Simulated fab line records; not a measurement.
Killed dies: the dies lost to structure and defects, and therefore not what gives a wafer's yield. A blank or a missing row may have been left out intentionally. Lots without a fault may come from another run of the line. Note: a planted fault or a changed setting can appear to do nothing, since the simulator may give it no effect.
Chamber matching | flow gf180mcu | 4 sister chambers for GF_V2_CMP_04 on cmp-02
The step polishes SiO2. 4 wafers are shown with their chamber, then 10 later ones without.

== WAFERS WITH THEIR CHAMBER ==
wafer  | chamber | motor_current_A (A)
L652.3 | 1       | 14.6
L652.4 | 3       | 13.9
L659.1 | 2       | 11.4
L659.3 | 0       | 14.7

== WAFERS MISSING THEIR CHAMBER ==
wafer  | motor_current_A (A)
L659.5 | 14.7
L662.1 | 14.3
L662.3 | 14.0
L662.4 | 15.5
L663.1 | 14.0
L663.4 | 11.3
L663.5 | 14.4
L665.1 | 11.5
L665.4 | 15.4
L665.5 | 15.3

== WHICH CHAMBER EACH WENT THROUGH ==
wafer  | from the rows above          | in truth
L659.5 | can't be placed: 0 or 1 or 3 | 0
L662.1 | can't be placed: 1 or 0 or 3 | 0
L662.3 | can't be placed: 3 or 1 or 0 | 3
L662.4 | can't be placed: 0 or 1 or 3 | 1
L663.1 | can't be placed: 3 or 1 or 0 | 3
L663.4 | 2                            | 2
L663.5 | can't be placed: 1 or 0 or 3 | 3
L665.1 | 2                            | 2
L665.4 | can't be placed: 0 or 1 or 3 | 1
L665.5 | can't be placed: 0 or 1 or 3 | 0
Correctly placed: 2 of 10. From these rows, 8 cannot be placed; in 8 the true chamber is one of the candidates. Wrongly placed: 0.
How it was worked out, from the rows above alone: a wafer's distance from a chamber is the root of the sum, over the readings, of the square of ((its reading less the chamber's mean) divided by the reading's scatter). If the next closest chamber is less than 2 further off than the closest, the wafer can't be placed; otherwise it belongs to the closest. For every chamber, the mean is computed from those of its wafers that are shown. The scatter: with one shown wafer a chamber, the root of the mean of the squares of how far each hidden wafer lies from its nearest shown one.
